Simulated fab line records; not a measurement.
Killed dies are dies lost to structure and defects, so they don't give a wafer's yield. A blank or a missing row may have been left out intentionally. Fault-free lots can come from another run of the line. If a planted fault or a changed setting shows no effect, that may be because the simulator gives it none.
Which of the tools did it? | flow gf180mcu | 39 wafers from 13 lots sampled at 5 of the route's 602 steps

## WHAT THE GAUGES SHOWED, per wafer
GF_STI_CD_MEAS_12: target cd 220 nm.
lot  | measured    | on        | cd_nm (nm)
L421 | day 2 00:35 | cd_sem-02 | 220.7 219.7 219.5
L422 | day 2 07:10 | cd_sem-02 | 219.3 220.9 220.2
L423 | day 2 12:01 | cd_sem-01 | 220.4 219.4 220.5
L424 | day 2 17:23 | cd_sem-02 | 217.7 218.6 217.8
L425 | day 2 21:45 | cd_sem-02 | 219.5 220.7 219.3
L426 | day 3 02:58 | cd_sem-02 | 220.9 221.1 220.7
L427 | day 3 09:29 | cd_sem-02 | 219.0 219.6 220.3
L431 | day 4 04:05 | cd_sem-01 | 220.1 219.7 219.7
L433 | day 4 15:19 | cd_sem-02 | 218.3 219.4 219.1
L434 | day 4 22:04 | cd_sem-02 | 217.8 218.8 217.2
L435 | day 5 01:17 | cd_sem-02 | 219.6 218.6 219.9
L438 | day 5 17:20 | cd_sem-02 | 221.3 220.9 220.9
L444 | day 6 23:27 | cd_sem-02 | 221.6 220.1 220.6

GF_DNWELL_TW_MEAS_09.
lot  | measured    | on            | DNWELL_TW
L421 | day 2 17:05 | film_metro-04 | 1357 1354 1355
L422 | day 3 00:59 | film_metro-04 | 1384 1380 1380
L423 | day 3 05:13 | film_metro-01 | 1337 1335 1334
L424 | day 3 10:28 | film_metro-01 | 1331 1336 1341
L425 | day 3 15:49 | film_metro-01 | 1347 1343 1341
L426 | day 3 22:31 | film_metro-04 | 1372 1369 1376
L427 | day 4 04:13 | film_metro-04 | 1373 1362 1366
L431 | day 5 00:10 | film_metro-01 | 1335 1335 1342
L433 | day 5 11:00 | film_metro-01 | 1337 1342 1347
L434 | day 5 16:34 | film_metro-02 | 1422 1424 1418
L435 | day 5 19:54 | film_metro-01 | 1340 1336 1338
L438 | day 6 13:15 | film_metro-01 | 1387 1396 1377
L444 | day 7 20:12 | film_metro-01 | 1340 1335 1350

GF_VT_IMPLANT_OVL_MEAS_07.
lot  | measured     | on         | VT_IMPLANT_OVL (nm)
L421 | day 5 13:57  | overlay-01 | 0.5 1.5 0.7
L422 | day 5 20:51  | overlay-01 | -0.5 -0.6 -1.3
L423 | day 6 03:48  | overlay-01 | -0.2 0.2 0.4
L424 | day 6 08:41  | overlay-01 | 0.1 -1.9 -2.3
L425 | day 6 14:28  | overlay-02 | -1.3 0.4 2.2
L426 | day 6 23:16  | overlay-02 | 0.8 1.5 1.3
L427 | day 7 05:14  | overlay-01 | -0.3 -3.1 -0.5
L431 | day 8 04:02  | overlay-02 | -1.8 -3.8 -1.4
L433 | day 8 16:59  | overlay-02 | 2.1 0.8 2.1
L434 | day 8 23:04  | overlay-02 | 1.8 0.6 0.3
L435 | day 9 03:18  | overlay-01 | -1.1 1.4 0.1
L438 | day 9 22:15  | overlay-02 | 0.6 0.1 -0.6
L444 | day 11 13:17 | overlay-01 | -1.2 -1.6 -2.0

## WHAT TOOL EACH LOT RAN ON (gives the tool, then ch and the chambers of the sampled wafers, and finally the start)
lot  | GF_DNWELL_IMPLANT_07           | GF_LVPWELL_STRIP_10
L421 | implanter-03 ch 0, day 2 16:50 | plasma_asher-01 ch 0,1, day 3 19:46
L422 | implanter-03 ch 0, day 3 00:46 | plasma_asher-01 ch 0,1, day 4 03:25
L423 | implanter-01 ch 0, day 3 04:58 | plasma_asher-02 ch 0,1, day 4 08:34
L424 | implanter-02 ch 0, day 3 10:13 | plasma_asher-01 ch 0,1, day 4 13:27
L425 | implanter-02 ch 0, day 3 15:34 | plasma_asher-01 ch 0,1, day 4 18:55
L426 | implanter-01 ch 0, day 3 22:16 | plasma_asher-01 ch 0,1, day 5 02:31
L427 | implanter-02 ch 0, day 4 03:58 | plasma_asher-01 ch 0, day 5 08:22
L431 | implanter-02 ch 0, day 4 23:55 | plasma_asher-04 ch 0,1, day 6 05:28
L433 | implanter-01 ch 0, day 5 10:45 | plasma_asher-01 ch 0,1, day 6 17:25
L434 | implanter-02 ch 0, day 5 16:19 | plasma_asher-01 ch 0,1, day 6 23:00
L435 | implanter-03 ch 0, day 5 19:42 | plasma_asher-01 ch 0,1, day 7 01:37
L438 | implanter-02 ch 0, day 6 13:02 | plasma_asher-04 ch 0,1, day 7 19:51
L444 | implanter-01 ch 0, day 7 19:58 | plasma_asher-02 ch 0,1, day 9 06:25
- GF_DNWELL_IMPLANT_07
- GF_LVPWELL_STRIP_10: strips in O2/N2.

## WHAT THE TOOLS THEMSELVES READ (means of the sampled wafers that have a number; where no wafer has one, the mark that the record gives instead)
GF_DNWELL_IMPLANT_07.
lot  | tool         | beam_on_s (s) | end_station_pressure_torr (Torr) | faraday_current_uA
L421 | implanter-03 | 9.98          | 5.02e-06                         | 56.4
L422 | implanter-03 | 9.92          | 5.17e-06                         | 57.0
L423 | implanter-01 | 9.87          | 4.79e-06                         | 57.0
L424 | implanter-02 | 10.08         | 4.77e-06                         | 55.9
L425 | implanter-02 | 9.91          | 5.16e-06                         | 56.9
L426 | implanter-01 | 10.18         | 5.15e-06                         | 55.3
L427 | implanter-02 | 10.08         | 5.08e-06                         | 55.9
L431 | implanter-02 | 9.94          | 5.24e-06                         | 56.9
L433 | implanter-01 | 9.77          | 5.18e-06                         | 57.7
L434 | implanter-02 | 11.04         | 6.89e-05                         | 49.5
L435 | implanter-03 | 10.09         | 5.08e-06                         | 56.0
L438 | implanter-02 | 11.21         | 7.09e-05                         | 48.8
L444 | implanter-01 | 10.25         | 5.04e-06                         | 55.1

GF_LVPWELL_STRIP_10.
lot  | tool            | drypump_motor_current_A (A) | heater_power_w (W) | n2_flow_sccm (sccm) | oes_product_au (a.u.) | strip_time_to_endpoint_s (s)
L421 | plasma_asher-01 | 5.3                         | 280                | 299.7               | 0.721                 | 37.04
L422 | plasma_asher-01 | 5.3                         | 284                | 299.6               | 0.722                 | 36.94
L423 | plasma_asher-02 | 6.0                         | 301                | 300.3               | 0.723                 | 36.79
L424 | plasma_asher-01 | 5.1                         | 292                | 299.8               | 0.726                 | 36.84
L425 | plasma_asher-01 | 5.1                         | 291                | 300.0               | 0.725                 | 37.01
L426 | plasma_asher-01 | 5.1                         | 285                | 299.3               | 0.728                 | 36.94
L427 | plasma_asher-01 | 5.5                         | 278                | 300.5               | 0.725                 | 37.01
L431 | plasma_asher-04 | 6.1                         | 293                | 301.0               | 0.722                 | 36.86
L433 | plasma_asher-01 | 5.4                         | 281                | 299.7               | 0.722                 | 36.89
L434 | plasma_asher-01 | 5.3                         | 281                | 299.1               | 0.725                 | 36.97
L435 | plasma_asher-01 | 5.1                         | 288                | 299.5               | 0.723                 | 37.02
L438 | plasma_asher-04 | 5.7                         | 291                | 300.0               | 0.725                 | 36.86
L444 | plasma_asher-02 | 5.8                         | 309                | 299.6               | 0.723                 | 36.98

## THE ANSWER, worked out from the rows above alone
Rule: what is usual is taken from the lots themselves. The widest of any qualifying gaps counts: lots, ordered by their means at a reading, are off when they make up no more than a third of the lots, leave a main group of 4 or more, and stand apart from it by 3 or more times the standard deviation of that group's means. If all means in a main group match to the digits the tables above print for the reading, that group is not used. A lot without any number at a reading at which 4 lots or more have one is off too. Where the step has rows for the other lots, those lots are counted as sound. Order of review: gauges by route order, followed by the tools' own readings, for which a lot's mean as printed above is used. At the first step where some lot is off, the reading lying furthest off is the one used; lots without a number count as furthest.
Off, at GF_DNWELL_IMPLANT_07 on end_station_pressure_torr: L434, L438. The main group has a mean of 5.06e-06 Torr with a standard deviation of 1.5e-07.
A tool fits if, at that step or a process step before it, it ran every lot that is off, and no sound lot after the first of them. One candidate fits, namely implanter-02 at GF_DNWELL_IMPLANT_07. Its last sound lot is L431 (day 4 23:55), its first lot that is off L434 (day 5 16:19): a fault that began between those two fits.
The tool's own readings at GF_DNWELL_IMPLANT_07 bear it out: on the lots that are off they differ by more than 5 times the standard deviation of the sound lots' means. beam_on_s reads 11.12 s there against 10.01 s on the sound lots; end_station_pressure_torr reads 6.99e-05 Torr there against 5.06e-06 Torr on the sound lots; faraday_current_uA reads 49.1 there against 56.4 on the sound lots.

## WHAT THE SIMULATOR HAD INSERTED
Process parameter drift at GF_DNWELL_IMPLANT_07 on implanter-02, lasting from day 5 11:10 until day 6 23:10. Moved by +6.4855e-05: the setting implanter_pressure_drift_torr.
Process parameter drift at GF_DNWELL_IMPLANT_07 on implanter-02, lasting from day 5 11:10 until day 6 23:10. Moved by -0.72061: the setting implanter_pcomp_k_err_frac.
Struck lots among those shown: L434, L438. The rule above reached the same finding.
